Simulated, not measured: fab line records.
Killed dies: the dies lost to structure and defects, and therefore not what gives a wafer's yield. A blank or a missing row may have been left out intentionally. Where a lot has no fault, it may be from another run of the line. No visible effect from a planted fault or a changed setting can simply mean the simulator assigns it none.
A lot that was struck, set against a sound lot	flow gf180mcu	14 out of 602 route steps
Sound: the wafers L872.2, L872.5, L872.6. The struck wafers were L871.1, L871.3, L871.6. The cause comes at the end.
Each step with rows lists, per side, the tool, then ch with its chambers, then its first start. Under that, the readings that differ: sound wafers	struck wafers	difference of the means	sigmas: that difference in standard deviations of wafers without a fault.
alike: readings whose means differ by less than 2 such deviations, and words and numbers that are the same on both sides. not compared: withheld readings, readings that some wafer has no value for, bounds like >300 that may hide the same value, and numbers for which the record gives no deviation and whose values overlap.
The two part at a step that has a row with sigmas, a row that says differs or no value, or rows on one side only. Numbers that don't overlap but have no deviation are shown without sigmas and don't part them. A reading that every wafer of one side lacks parts them only if that side has two wafers or more.

GF_M3_SPUTTER_00: material Ti, target thk 37.5 nm, time 150 s.
  sound: pvd sputter-01 at day 24 19:17; struck: pvd sputter-01 at day 24 12:38
  alike: throttle valve pct
GF_M3_SPUTTER_01: material TiN, target thk 30 nm, time 25 s.
  sound: pvd sputter-01 at day 24 19:23; struck: pvd sputter-01 at day 24 12:44
  alike: throttle valve pct
GF_M3_SPUTTER_02: material AlCu, target thk 450 nm, time 23.9 s.
  sound: pvd sputter-01 at day 24 19:25; struck: pvd sputter-01 at day 24 12:46
  alike: throttle valve pct
GF_M3_SPUTTER_03: material Ti, target thk 10 nm, time 6.7 s.
  sound: pvd sputter-01 at day 24 19:26; struck: pvd sputter-01 at day 24 12:48
  alike: throttle valve pct
GF_M3_SPUTTER_04: material TiN, target thk 50 nm, time 41.7 s.
  sound: pvd sputter-01 at day 24 19:28; struck: pvd sputter-01 at day 24 12:49
  alike: throttle valve pct
GF_M3_RS_MEAS_05: the measuring method here is four-point-probe.
  sound: film metro-03 at day 24 19:31; struck: film metro-03 at day 24 12:52
  alike: M3_ALCU_RS
GF_M3_THK_MEAS_06: measures by xrf.
  sound: film metro-03 at day 24 19:38; struck: film metro-03 at day 24 12:59
  alike: M3_ALCU_THK
then, 5 steps without rows for these wafers: GF_M3_DEHYDRATE_07 (time 60 s); GF_M3_HMDS_08 (prime time 60 s); GF_M3_COAT_09 (resist thk 1000 nm); GF_M3_SOFTBAKE_10 (time 60 s); GF_M3_EXPOSE_11 (exposes mask Metal3, target cd 280 nm).
GF_M3_PEB_12: peb time 90 s.
  sound on litho track-04 ch 0, day 25 16:19; struck on litho track-02, day 25 09:24
  no value came back on the struck wafers for chill plate temp C (C), exhaust pa (Pa); on the sound wafers chill plate temp C (C) reads 23.12 22.78 22.90
then, 1 step without rows for these wafers: GF_M3_DEVELOP_13 (develop time 60 s).

WHERE THEY PART
At GF_M3_PEB_12 and nowhere else, as far as this record goes.

WHY: the cause the simulator had injected
At GF_M3_PEB_12, the step was skipped entirely on litho track-02 from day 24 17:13 on. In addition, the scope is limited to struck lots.
